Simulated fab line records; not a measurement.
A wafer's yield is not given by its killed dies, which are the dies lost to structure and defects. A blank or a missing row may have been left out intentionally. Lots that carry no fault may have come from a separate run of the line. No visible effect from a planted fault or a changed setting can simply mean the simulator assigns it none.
Which of the tools did it? || flow sky130 || 13 lots, 39 wafers sampled, at 5 steps of a route of 708

WHAT THE GAUGES READ, wafer by wafer
The record holds no reading of a measuring or inspecting step that can be judged against a usual standard deviation.

TOOL THAT RAN EACH LOT (tool first, then ch and the chambers of the sampled wafers, then the start)
{"lot": "L900", "SKY_METAL4_SPUTTER_01": "pvd-sputter-04, day 39 13:28", "SKY_METAL4_SPUTTER_03": "pvd-sputter-04, day 39 13:32", "SKY_CAP2M_CVD_00": "pecvd-04 ch 1,2, day 39 13:35", "SKY_PAD_OPEN_ETCH_07": "rie-diel-03 ch 0,1,3, day 45 14:07", "SKY_PAD_OPEN_PROBE_99": "prober-01, day 45 16:29"}
{"lot": "L901", "SKY_METAL4_SPUTTER_01": "pvd-sputter-02, day 39 22:43", "SKY_METAL4_SPUTTER_03": "pvd-sputter-02, day 39 22:46", "SKY_CAP2M_CVD_00": "pecvd-04 ch 1,2, day 39 22:50", "SKY_PAD_OPEN_ETCH_07": "rie-diel-02 ch 0,1,2, day 45 21:58", "SKY_PAD_OPEN_PROBE_99": "prober-02, day 46 00:17"}
{"lot": "L907", "SKY_METAL4_SPUTTER_01": "pvd-sputter-03, day 41 22:23", "SKY_METAL4_SPUTTER_03": "pvd-sputter-03, day 41 22:27", "SKY_CAP2M_CVD_00": "pecvd-04 ch 0,1,2, day 41 22:31", "SKY_PAD_OPEN_ETCH_07": "rie-diel-03 ch 0,1,2, day 47 12:46", "SKY_PAD_OPEN_PROBE_99": "prober-02, day 47 15:06"}
{"lot": "L909", "SKY_METAL4_SPUTTER_01": "pvd-sputter-02, day 42 10:39", "SKY_METAL4_SPUTTER_03": "pvd-sputter-02, day 42 10:43", "SKY_CAP2M_CVD_00": "pecvd-02 ch 0,2, day 42 10:47", "SKY_PAD_OPEN_ETCH_07": "rie-diel-03 ch 0,1,3, day 47 23:23", "SKY_PAD_OPEN_PROBE_99": "prober-02, day 48 01:49"}
{"lot": "L910", "SKY_METAL4_SPUTTER_01": "pvd-sputter-04, day 42 16:29", "SKY_METAL4_SPUTTER_03": "pvd-sputter-04, day 42 16:33", "SKY_CAP2M_CVD_00": "pecvd-03 ch 0,1,2, day 42 16:37", "SKY_PAD_OPEN_ETCH_07": "rie-diel-03 ch 1,2, day 48 03:52", "SKY_PAD_OPEN_PROBE_99": "prober-01, day 48 06:35"}
{"lot": "L912", "SKY_METAL4_SPUTTER_01": "pvd-sputter-03, day 43 08:33", "SKY_METAL4_SPUTTER_03": "pvd-sputter-03, day 43 08:37", "SKY_CAP2M_CVD_00": "pecvd-02 ch 1,2, day 43 08:41", "SKY_PAD_OPEN_ETCH_07": "rie-diel-04 ch 0,1,3, day 48 17:01", "SKY_PAD_OPEN_PROBE_99": "prober-01, day 48 19:25"}
{"lot": "L915", "SKY_METAL4_SPUTTER_01": "pvd-sputter-03, day 44 00:17", "SKY_METAL4_SPUTTER_03": "pvd-sputter-03, day 44 00:21", "SKY_CAP2M_CVD_00": "pecvd-03 ch 1,2, day 44 00:26", "SKY_PAD_OPEN_ETCH_07": "rie-diel-04 ch 1,2,3, day 49 05:28", "SKY_PAD_OPEN_PROBE_99": "prober-01, day 49 07:53"}
{"lot": "L917", "SKY_METAL4_SPUTTER_01": "pvd-sputter-03, day 44 15:55", "SKY_METAL4_SPUTTER_03": "pvd-sputter-03, day 44 15:59", "SKY_CAP2M_CVD_00": "pecvd-04 ch 0,2, day 44 16:04", "SKY_PAD_OPEN_ETCH_07": "rie-diel-04 ch 0,1,2, day 49 18:08", "SKY_PAD_OPEN_PROBE_99": "prober-02, day 49 20:27"}
{"lot": "L918", "SKY_METAL4_SPUTTER_01": "pvd-sputter-03, day 44 20:04", "SKY_METAL4_SPUTTER_03": "pvd-sputter-03, day 44 20:08", "SKY_CAP2M_CVD_00": "pecvd-02 ch 0,2, day 44 20:13", "SKY_PAD_OPEN_ETCH_07": "rie-diel-04 ch 0,2, day 49 22:13", "SKY_PAD_OPEN_PROBE_99": "prober-01, day 50 00:32"}
{"lot": "L920", "SKY_METAL4_SPUTTER_01": "pvd-sputter-02, day 45 06:34", "SKY_METAL4_SPUTTER_03": "pvd-sputter-02, day 45 06:38", "SKY_CAP2M_CVD_00": "pecvd-04 ch 1,2, day 45 06:42", "SKY_PAD_OPEN_ETCH_07": "rie-diel-04 ch 1,2,3, day 50 06:43", "SKY_PAD_OPEN_PROBE_99": "prober-02, day 50 09:05"}
{"lot": "L921", "SKY_METAL4_SPUTTER_01": "pvd-sputter-02, day 45 13:46", "SKY_METAL4_SPUTTER_03": "pvd-sputter-02, day 45 13:50", "SKY_CAP2M_CVD_00": "pecvd-03 ch 0,1,2, day 45 13:54", "SKY_PAD_OPEN_ETCH_07": "rie-diel-02 ch 0,1, day 50 10:25", "SKY_PAD_OPEN_PROBE_99": "prober-01, day 50 13:25"}
{"lot": "L922", "SKY_METAL4_SPUTTER_01": "pvd-sputter-02, day 45 17:12", "SKY_METAL4_SPUTTER_03": "pvd-sputter-02, day 45 17:16", "SKY_CAP2M_CVD_00": "pecvd-02 ch 0,1,2, day 45 17:20", "SKY_PAD_OPEN_ETCH_07": "rie-diel-02 ch 0,1,3, day 50 13:10", "SKY_PAD_OPEN_PROBE_99": "prober-02, day 50 15:40"}
{"lot": "L923", "SKY_METAL4_SPUTTER_01": "pvd-sputter-02, day 45 23:00", "SKY_METAL4_SPUTTER_03": "pvd-sputter-02, day 45 23:04", "SKY_CAP2M_CVD_00": "pecvd-04 ch 0,2, day 45 23:08", "SKY_PAD_OPEN_ETCH_07": "rie-diel-02 ch 1,2,3, day 50 17:40", "SKY_PAD_OPEN_PROBE_99": "prober-01, day 50 20:23"}
- SKY_METAL4_SPUTTER_01: material TiN, target thk 20 nm, time 16.7 s.
- SKY_METAL4_SPUTTER_03: material Ti, target thk 5 nm, time 3.3 s.
- SKY_CAP2M_CVD_00: deposits SiO2, target thk 15.5 nm.
- SKY_PAD_OPEN_ETCH_07: etches the open film in CF4/O2, stops on AlCu, target depth 725 nm, time 161.1 s.
- SKY_PAD_OPEN_PROBE_99

AS READ BY THE TOOLS THEMSELVES (means over the sampled wafers that have a number; for cases with no such wafer, the mark the record gives instead)
SKY_METAL4_SPUTTER_01.
{"lot": "L900", "tool": "pvd-sputter-04", "throttle-valve-pct (%)": 30.0}
{"lot": "L901", "tool": "pvd-sputter-02", "throttle-valve-pct (%)": 31.5}
{"lot": "L907", "tool": "pvd-sputter-03", "throttle-valve-pct (%)": 29.7}
{"lot": "L909", "tool": "pvd-sputter-02", "throttle-valve-pct (%)": 30.6}
{"lot": "L910", "tool": "pvd-sputter-04", "throttle-valve-pct (%)": 30.1}
{"lot": "L912", "tool": "pvd-sputter-03", "throttle-valve-pct (%)": 29.8}
{"lot": "L915", "tool": "pvd-sputter-03", "throttle-valve-pct (%)": 29.2}
{"lot": "L917", "tool": "pvd-sputter-03", "throttle-valve-pct (%)": 29.5}
{"lot": "L918", "tool": "pvd-sputter-03", "throttle-valve-pct (%)": 29.6}
{"lot": "L920", "tool": "pvd-sputter-02", "throttle-valve-pct (%)": 31.4}
{"lot": "L921", "tool": "pvd-sputter-02", "throttle-valve-pct (%)": 30.6}
{"lot": "L922", "tool": "pvd-sputter-02", "throttle-valve-pct (%)": 30.9}
{"lot": "L923", "tool": "pvd-sputter-02", "throttle-valve-pct (%)": 30.6}

SKY_METAL4_SPUTTER_03.
{"lot": "L900", "tool": "pvd-sputter-04", "throttle-valve-pct (%)": 30.3}
{"lot": "L901", "tool": "pvd-sputter-02", "throttle-valve-pct (%)": 31.6}
{"lot": "L907", "tool": "pvd-sputter-03", "throttle-valve-pct (%)": 29.7}
{"lot": "L909", "tool": "pvd-sputter-02", "throttle-valve-pct (%)": 30.7}
{"lot": "L910", "tool": "pvd-sputter-04", "throttle-valve-pct (%)": 30.2}
{"lot": "L912", "tool": "pvd-sputter-03", "throttle-valve-pct (%)": 29.7}
{"lot": "L915", "tool": "pvd-sputter-03", "throttle-valve-pct (%)": 29.3}
{"lot": "L917", "tool": "pvd-sputter-03", "throttle-valve-pct (%)": 29.7}
{"lot": "L918", "tool": "pvd-sputter-03", "throttle-valve-pct (%)": 29.5}
{"lot": "L920", "tool": "pvd-sputter-02", "throttle-valve-pct (%)": 31.6}
{"lot": "L921", "tool": "pvd-sputter-02", "throttle-valve-pct (%)": 30.6}
{"lot": "L922", "tool": "pvd-sputter-02", "throttle-valve-pct (%)": 30.8}
{"lot": "L923", "tool": "pvd-sputter-02", "throttle-valve-pct (%)": 30.7}

SKY_CAP2M_CVD_00.
{"lot": "L900", "tool": "pecvd-04", "heater-power-w (W)": 830}
{"lot": "L901", "tool": "pecvd-04", "heater-power-w (W)": 729}
{"lot": "L907", "tool": "pecvd-04", "heater-power-w (W)": 774}
{"lot": "L909", "tool": "pecvd-02", "heater-power-w (W)": 778}
{"lot": "L910", "tool": "pecvd-03", "heater-power-w (W)": 695}
{"lot": "L912", "tool": "pecvd-02", "heater-power-w (W)": 690}
{"lot": "L915", "tool": "pecvd-03", "heater-power-w (W)": 746}
{"lot": "L917", "tool": "pecvd-04", "heater-power-w (W)": 773}
{"lot": "L918", "tool": "pecvd-02", "heater-power-w (W)": 744}
{"lot": "L920", "tool": "pecvd-04", "heater-power-w (W)": 785}
{"lot": "L921", "tool": "pecvd-03", "heater-power-w (W)": 660}
{"lot": "L922", "tool": "pecvd-02", "heater-power-w (W)": 724}
{"lot": "L923", "tool": "pecvd-04", "heater-power-w (W)": 796}

SKY_PAD_OPEN_ETCH_07.
{"lot": "L900", "tool": "rie-diel-03", "bias-w (W)": 150.2, "drypump-motor-current-A (A)": 5.0, "oes-product-au (a.u.)": 0.973, "throttle-valve-pct (%)": 5.957}
{"lot": "L901", "tool": "rie-diel-02", "bias-w (W)": 149.9, "drypump-motor-current-A (A)": 5.9, "oes-product-au (a.u.)": 0.978, "throttle-valve-pct (%)": 5.965}
{"lot": "L907", "tool": "rie-diel-03", "bias-w (W)": 149.6, "drypump-motor-current-A (A)": 5.0, "oes-product-au (a.u.)": 0.971, "throttle-valve-pct (%)": 5.969}
{"lot": "L909", "tool": "rie-diel-03", "bias-w (W)": 150.0, "drypump-motor-current-A (A)": 5.0, "oes-product-au (a.u.)": 0.949, "throttle-valve-pct (%)": 5.962}
{"lot": "L910", "tool": "rie-diel-03", "bias-w (W)": 149.5, "drypump-motor-current-A (A)": 4.9, "oes-product-au (a.u.)": 0.955, "throttle-valve-pct (%)": 5.963}
{"lot": "L912", "tool": "rie-diel-04", "bias-w (W)": 150.4, "drypump-motor-current-A (A)": 5.5, "oes-product-au (a.u.)": 0.974, "throttle-valve-pct (%)": 5.969}
{"lot": "L915", "tool": "rie-diel-04", "bias-w (W)": 149.9, "drypump-motor-current-A (A)": 5.3, "oes-product-au (a.u.)": 0.982, "throttle-valve-pct (%)": 5.960}
{"lot": "L917", "tool": "rie-diel-04", "bias-w (W)": 150.4, "drypump-motor-current-A (A)": 5.3, "oes-product-au (a.u.)": 0.981, "throttle-valve-pct (%)": 5.960}
{"lot": "L918", "tool": "rie-diel-04", "bias-w (W)": 150.4, "drypump-motor-current-A (A)": 5.2, "oes-product-au (a.u.)": 0.977, "throttle-valve-pct (%)": 5.964}
{"lot": "L920", "tool": "rie-diel-04", "bias-w (W)": 149.8, "drypump-motor-current-A (A)": 5.2, "oes-product-au (a.u.)": 0.979, "throttle-valve-pct (%)": 5.974}
{"lot": "L921", "tool": "rie-diel-02", "bias-w (W)": 149.7, "drypump-motor-current-A (A)": 5.9, "oes-product-au (a.u.)": 0.983, "throttle-valve-pct (%)": 5.962}
{"lot": "L922", "tool": "rie-diel-02", "bias-w (W)": 150.1, "drypump-motor-current-A (A)": 5.5, "oes-product-au (a.u.)": 0.977, "throttle-valve-pct (%)": 5.966}
{"lot": "L923", "tool": "rie-diel-02", "bias-w (W)": 149.9, "drypump-motor-current-A (A)": 5.8, "oes-product-au (a.u.)": 0.971, "throttle-valve-pct (%)": 5.966}

SKY_PAD_OPEN_PROBE_99.
{"lot": "L900", "tool": "prober-01", "defect-limited-yield (%)": 82.3, "killed_at_M0_to_M3": 48, "killed_at_M4_up": 4.3, "killed-at-contacts": 23, "killed-at-front-end": 13, "killed-at-other": 0.0, "killed-dies": 87, "killed-open": 50, "killed-short": 37}
{"lot": "L901", "tool": "prober-02", "defect-limited-yield (%)": 83.3, "killed_at_M0_to_M3": 42, "killed_at_M4_up": 2.0, "killed-at-contacts": 21, "killed-at-front-end": 16, "killed-at-other": 0.0, "killed-dies": 82, "killed-open": 43, "killed-short": 39}
{"lot": "L907", "tool": "prober-02", "defect-limited-yield (%)": 82.2, "killed_at_M0_to_M3": 46, "killed_at_M4_up": 4.0, "killed-at-contacts": 21, "killed-at-front-end": 16, "killed-at-other": 0.0, "killed-dies": 87, "killed-open": 46, "killed-short": 40}
{"lot": "L909", "tool": "prober-02", "defect-limited-yield (%)": 81.6, "killed_at_M0_to_M3": 41, "killed_at_M4_up": 3.3, "killed-at-contacts": 31, "killed-at-front-end": 14, "killed-at-other": 0.3, "killed-dies": 91, "killed-open": 51, "killed-short": 40}
{"lot": "L910", "tool": "prober-01", "defect-limited-yield (%)": 82.3, "killed_at_M0_to_M3": 48, "killed_at_M4_up": 1.3, "killed-at-contacts": 22, "killed-at-front-end": 16, "killed-at-other": 0.3, "killed-dies": 87, "killed-open": 49, "killed-short": 38}
{"lot": "L912", "tool": "prober-01", "defect-limited-yield (%)": 80.9, "killed_at_M0_to_M3": 47, "killed_at_M4_up": 4.0, "killed-at-contacts": 26, "killed-at-front-end": 17, "killed-at-other": 0.7, "killed-dies": 94, "killed-open": 53, "killed-short": 41}
{"lot": "L915", "tool": "prober-01", "defect-limited-yield (%)": 84.0, "killed_at_M0_to_M3": 46, "killed_at_M4_up": 2.7, "killed-at-contacts": 17, "killed-at-front-end": 13, "killed-at-other": 0.0, "killed-dies": 79, "killed-open": 47, "killed-short": 31}
{"lot": "L917", "tool": "prober-02", "defect-limited-yield (%)": 81.8, "killed_at_M0_to_M3": 45, "killed_at_M4_up": 2.3, "killed-at-contacts": 29, "killed-at-front-end": 14, "killed-at-other": 0.0, "killed-dies": 89, "killed-open": 47, "killed-short": 42}
{"lot": "L918", "tool": "prober-01", "defect-limited-yield (%)": 83.3, "killed_at_M0_to_M3": 42, "killed_at_M4_up": 2.0, "killed-at-contacts": 21, "killed-at-front-end": 17, "killed-at-other": 0.3, "killed-dies": 82, "killed-open": 46, "killed-short": 36}
{"lot": "L920", "tool": "prober-02", "defect-limited-yield (%)": 82.0, "killed_at_M0_to_M3": 42, "killed_at_M4_up": 4.0, "killed-at-contacts": 28, "killed-at-front-end": 14, "killed-at-other": 0.7, "killed-dies": 89, "killed-open": 44, "killed-short": 44}
{"lot": "L921", "tool": "prober-01", "defect-limited-yield (%)": 82.8, "killed_at_M0_to_M3": 46, "killed_at_M4_up": 3.0, "killed-at-contacts": 21, "killed-at-front-end": 15, "killed-at-other": 0.3, "killed-dies": 85, "killed-open": 48, "killed-short": 37}
{"lot": "L922", "tool": "prober-02", "defect-limited-yield (%)": 84.1, "killed_at_M0_to_M3": 41, "killed_at_M4_up": 3.0, "killed-at-contacts": 18, "killed-at-front-end": 16, "killed-at-other": 0.0, "killed-dies": 78, "killed-open": 45, "killed-short": 32}
{"lot": "L923", "tool": "prober-01", "defect-limited-yield (%)": 82.4, "killed_at_M0_to_M3": 45, "killed_at_M4_up": 4.0, "killed-at-contacts": 19, "killed-at-front-end": 18, "killed-at-other": 0.3, "killed-dies": 87, "killed-open": 46, "killed-short": 39}

THE ANSWER, worked out from the rows above alone
Rule: the lots themselves supply what counts as usual. The widest of any qualifying gaps counts: lots, ordered by their means at a reading, are off when they make up no more than a third of the lots, leave a main group of 4 or more, and stand apart from it by 3 or more times the standard deviation of that group's means. The tables above print the reading to a certain number of digits; a main group whose means all agree to those digits is not used. A lot without any number at a reading at which 4 lots or more have one is off too. All remaining lots with rows at the step are treated as sound. Order of review: gauges by route order, followed by the tools' own readings, for which a lot's mean as printed above is used. At the first step where some lot is off, the reading lying furthest off is the one used; lots without a number count as furthest.
Off: L909, L910 (SKY_PAD_OPEN_ETCH_07, oes-product-au). The main group: mean 0.977 a.u., standard deviation 0.004.
A tool fits if, at that step or a process step before it, it ran every lot that is off, and no sound lot after the first of them. One fits: rie-diel-03 at SKY_PAD_OPEN_ETCH_07. Its last sound lot is L907 (day 47 12:46), its first lot that is off L909 (day 47 23:23): a fault that began between those two fits.
The tool's own readings at SKY_PAD_OPEN_ETCH_07 bear it out: on the lots that are off they differ by more than 5 times the standard deviation of the sound lots' means. oes-product-au reads 0.952 a.u. there against 0.977 a.u. on the sound lots.

WHAT THE SIMULATOR PUT IN
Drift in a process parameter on rie-diel-03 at SKY_PAD_OPEN_ETCH_07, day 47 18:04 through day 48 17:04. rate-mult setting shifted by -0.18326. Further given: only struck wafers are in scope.
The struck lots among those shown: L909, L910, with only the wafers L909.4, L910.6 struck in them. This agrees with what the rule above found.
